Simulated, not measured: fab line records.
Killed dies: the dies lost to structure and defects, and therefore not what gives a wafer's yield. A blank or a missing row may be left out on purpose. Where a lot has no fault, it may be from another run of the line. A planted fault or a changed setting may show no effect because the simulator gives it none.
Chamber matching ; flow gf180mcu ; GF_STI_ETCH_13 on rie-diel-04 has 4 sister chambers
The step etches the open film in CHF3/O2, stops on Si, target depth 282.31 nm, time 112.9 s. 14 wafers are shown with their chamber, then 7 later ones without.

## WAFERS PAIRED WITH THEIR CHAMBERS
wafer;chamber;chf3-flow-sccm (sccm);rf-fwd-power-W (W);oes-product-au (a.u.)
L361.3;3;50.12;599.4;0.838
L361.4;3;50.09;597.1;0.833
L361.6;1;50.15;595.2;0.836
L367.1;1;50.01;595.6;0.849
L367.5;1;50.04;595.2;0.838
L367.6;3;49.95;597.3;0.832
L368.4;2;49.90;597.0;0.837
L368.5;3;49.99;598.7;0.842
L368.6;0;50.15;595.9;0.840
L369.1;3;49.76;597.6;0.846
L369.2;2;50.00;595.8;0.844
L369.5;3;50.02;596.6;0.830
L372.1;0;50.23;598.1;0.837
L372.3;3;49.90;596.3;0.845

SIGNATURES (averages over the wafers above)
reading;chamber 0;chamber 1;chamber 2;chamber 3;scatter within a chamber
chf3-flow-sccm;50.1900;50.0667;49.9500;49.9757;0.104
rf-fwd-power-W;597.000;595.333;596.400;597.571;1.04
oes-product-au;0.83850;0.84100;0.84050;0.83800;0.00617
Rule: distance of a wafer from a chamber = root of the sum over the readings of ((wafer's reading minus chamber's mean) / reading's scatter) squared. If the next closest chamber is less than 2 further off than the closest, the wafer can't be placed; otherwise it belongs to the closest. The scatter: take each reading less its chamber's mean, square it, sum over the shown wafers, divide by the number of wafers less the number of chambers, and take the root.

## WAFERS WITH NO CHAMBER GIVEN
wafer;chf3-flow-sccm (sccm);rf-fwd-power-W (W);oes-product-au (a.u.)
L372.6;50.14;595.6;0.836
L377.1;49.88;600.6;0.819
L377.3;49.86;596.1;0.820
L377.4;50.07;594.2;0.819
L382.1;49.86;593.0;0.827
L382.5;49.95;594.5;0.825
L382.6;49.87;598.2;0.822

## THE CHAMBER EACH PASSED THROUGH
wafer;from the rows above;in truth
L372.6;can't be placed: 1 or 0 or 2 or 3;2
L377.1;can't be placed: 3 or 2 or 0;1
L377.3;can't be placed: 3 or 2 or 1 or 0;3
L377.4;can't be placed: 1 or 2 or 0 or 3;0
L382.1;can't be placed: 1 or 2 or 3 or 0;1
L382.5;can't be placed: 1 or 2 or 3 or 0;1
L382.6;can't be placed: 3 or 2 or 0 or 1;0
0 of 7 placed correctly. Cannot be placed on the basis of these rows: 7; the candidates contain the true chamber in 6. 0 placed wrongly.
